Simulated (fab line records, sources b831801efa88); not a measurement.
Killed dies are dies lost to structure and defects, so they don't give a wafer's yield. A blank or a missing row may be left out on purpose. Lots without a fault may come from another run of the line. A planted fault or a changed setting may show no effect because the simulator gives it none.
One fault seen from 2 desks | flow sky130 | each desk has only its own numbers; what lay behind them comes last

THE METROLOGY DESK
What the gauges read, lot by lot, whatever tool the lot ran on: means of the sampled wafers that have a number. A lot is out of limits, marked OUT, if its mean lies more than 4 standard deviations from the usual mean; the brackets give that distance.
Columns: A = VT_ADJUST_LVTN_TW at SKY_VT_ADJUST_LVTN_TW_MEAS_10, usual 241.3; B = LDD_N_OVL at SKY_LDD_N_OVL_MEAS_07, usual -1.3 nm
lot  | first seen here | A     | B
L959 | day 7 09:44     | 239.6 | -1.1
L960 | day 7 12:50     | 243.4 | -2.3
L961 | day 7 21:14     | 239.1 | -0.4
L970 | day 10 09:34    | 240.9 | -0.4
L972 | day 11 01:46    | 240.5 | -0.2
L973 | day 11 07:54    | 241.0 | -0.9
L974 | day 11 14:22    | 241.4 | -2.6
L975 | day 12 00:53    | 240.6 | -0.9
L977 | day 12 12:50    | 240.7 | -0.9
L978 | day 12 16:55    | 240.3 | -2.8
L980 | day 13 03:59    | 243.0 | -0.9
This desk's finding: nothing out of limits on any of the 11 lots.

THE TOOL OWNER'S DESK: lpcvd-02
The tool's own readings at SKY_FIELD_ISO_CVD_03 (deposits Si3N4 from DCS/NH3, target thk 165 nm, time 2830 s): means of the sampled wafers that have a number, for each lot that ran on this tool. A lot is out of limits, marked OUT, if its mean lies more than 4 standard deviations from the usual mean; the brackets give that distance.
Columns: A = pressure_mtorr at SKY_FIELD_ISO_CVD_03, usual 250.1 mTorr; B = spike_tc_bottom_C at SKY_FIELD_ISO_CVD_03, usual 790.7 C; C = zone_power_bottom_pct at SKY_FIELD_ISO_CVD_03, usual 21.6 %; D = zone_power_top_pct at SKY_FIELD_ISO_CVD_03, usual 27.5 %
lot  | first seen here | A     | B     | C    | D
L959 | day 1 22:33     | 249.9 | 788.0 | 19.7 | 24.8
L960 | day 2 02:41     | 250.0 | 791.5 | 22.4 | 28.6
L961 | day 2 08:59     | 250.4 | 791.4 | 22.5 | 28.8
L970 | day 4 05:37     | 249.6 | 792.1 | 22.6 | 28.7
L972 | day 4 16:00     | 250.8 | 791.3 | 22.6 | 28.7
L973 | day 4 20:11     | 250.6 | 791.9 | 22.5 | 29.0
L974 | day 5 00:41     | 250.3 | 787.2 | 19.4 | 25.1
L975 | day 5 08:22     | 249.1 | 791.8 | 22.4 | 28.7
L977 | day 5 17:37     | 250.1 | 788.8 | 19.7 | 24.8
L978 | day 5 22:19     | 249.7 | 791.3 | 22.6 | 28.7
L980 | day 6 07:38     | 249.9 | 790.6 | 22.5 | 28.5
This desk's finding: nothing out of limits on any of the 11 lots.

PUT TOGETHER
The metrology desk saw nothing out of limits.
The tool owner's desk saw nothing out of limits.

WHAT THE SIMULATOR HAD PUT IN
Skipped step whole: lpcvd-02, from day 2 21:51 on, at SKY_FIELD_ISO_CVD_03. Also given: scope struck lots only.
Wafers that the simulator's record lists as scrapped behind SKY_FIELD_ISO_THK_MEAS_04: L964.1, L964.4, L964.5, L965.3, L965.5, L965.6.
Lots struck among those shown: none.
